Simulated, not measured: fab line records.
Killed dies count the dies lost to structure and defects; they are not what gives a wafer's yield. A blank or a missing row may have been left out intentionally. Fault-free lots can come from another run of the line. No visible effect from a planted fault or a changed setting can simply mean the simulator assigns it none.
Comparing a struck lot with a sound one | flow sky130 | 15 out of 708 route steps
Sound: wafers L546.1, L546.4, L546.6. Struck: wafers L556.1, L556.4, L556.6. The cause is given at the end.
For every step that has rows: the tool of each side, followed by ch and its chambers, followed by its first start. Under that, the readings that differ: sound wafers | struck wafers | difference of the means | sigmas: that difference in standard deviations of wafers without a fault.
alike: same words and numbers on both sides, and readings whose means sit less than 2 such deviations apart. not compared: any withheld reading, any reading some wafer has no value for, any bound like >300 that may hide the same value, and any number with overlapping values for which the record gives no deviation.
Wherever a step has rows on one side only, a row that says differs or no value, or a row with sigmas, the two part there. Numbers that have no deviation but don't overlap get no sigmas and don't part them. Lack of a reading on every wafer of one side parts them only where that side has two or more wafers.

SKY_LDD_HVN_OVL_MEAS_07:
  sound on overlay-02, day 21 16:11; struck on overlay-02, day 24 22:55
  reading          | sound          | struck      | difference | sigmas
  LDD_HVN_OVL (nm) | -2.8 -1.9 -2.0 | 2.4 0.3 0.5 | +3.3       | +3
after that, 1 step had no rows for these wafers: SKY_LDD_HVN_IMPLANT_08.
SKY_LDD_HVN_STRIP_09: strips in O2/N2.
  sound on plasma_asher-03 ch 0,1, day 21 16:22; struck on plasma_asher-03 ch 0,1, day 24 23:06
  alike: drypump_motor_current_A, n2_flow_sccm, oes_product_au, strip_time_to_endpoint_s
  not compared: rf_hours_counter_h
SKY_LDD_HVN_TW_MEAS_10:
  sound on film_metro-02, day 21 16:28; struck on film_metro-03, day 24 23:12
  reading    | sound          | struck         | difference | sigmas
  LDD_HVN_TW | 1459 1453 1457 | 1415 1418 1414 | -41        | -2
then, 7 steps without rows for these wafers: SKY_LDD_HVP_DEHYDRATE_00 (time 60 s); SKY_LDD_HVP_HMDS_01 (prime time 60 s); SKY_LDD_HVP_COAT_02 (resist thk 300 nm); SKY_LDD_HVP_SOFTBAKE_03 (time 60 s); SKY_LDD_HVP_EXPOSE_04 (exposes mask HVPTM, target cd 700 nm); SKY_LDD_HVP_PEB_05; SKY_LDD_HVP_DEVELOP_06 (develop time 60 s).
SKY_LDD_HVP_OVL_MEAS_07:
  sound on overlay-01, day 22 23:32; struck on overlay-02, day 26 05:17
  alike: LDD_HVP_OVL
SKY_LDD_HVP_IMPLANT_08:
  sound on implanter-02 ch 0, day 22 23:34; struck on implanter-02 ch 0, day 26 05:19
  reading                   | sound                | struck               | difference | sigmas
  beam_energy_keV           | 20.004 20.004 19.999 | 20.501 20.499 20.505 | +0.499     | +82
  model.implant.drp_nm (nm) | 28.53 28.53 28.53    | 29.08 29.08 29.08    | +0.55      |
  alike: beam_on_s, end_station_pressure_torr
SKY_LDD_HVP_STRIP_09: strips in O2/N2.
  sound on plasma_asher-01 ch 0,1, day 22 23:43; struck on plasma_asher-03 ch 0,1, day 26 05:28
  reading                      | sound             | struck            | difference | sigmas
  strip_time_to_endpoint_s (s) | 4.101 4.112 4.105 | 4.152 4.130 4.135 | +0.033     | +2
  alike: drypump_motor_current_A, n2_flow_sccm, oes_product_au
  not compared: rf_hours_counter_h
-- a jump in the record: the struck wafers' starts before and after are 23 days apart (it breaks off in module LDD_HVP and resumes in module PAD_OPEN, where the first step shown is number 708 of the route) --
SKY_PAD_OPEN_PROBE_99:
  sound on prober-02, day 46 21:03; struck on prober-01, day 48 22:56
  alike: killed_at_M0_to_M3, killed_at_M4_up, killed_at_contacts, killed_at_front_end, killed_at_other, killed_dies, killed_open, killed_short

WHERE THEY PART
At SKY_LDD_HVN_OVL_MEAS_07 first; at SKY_LDD_HVP_STRIP_09 last (within this record only). Later steps at which nothing parts them and some readings are alike: SKY_PAD_OPEN_PROBE_99.

WHY: the cause the simulator had injected
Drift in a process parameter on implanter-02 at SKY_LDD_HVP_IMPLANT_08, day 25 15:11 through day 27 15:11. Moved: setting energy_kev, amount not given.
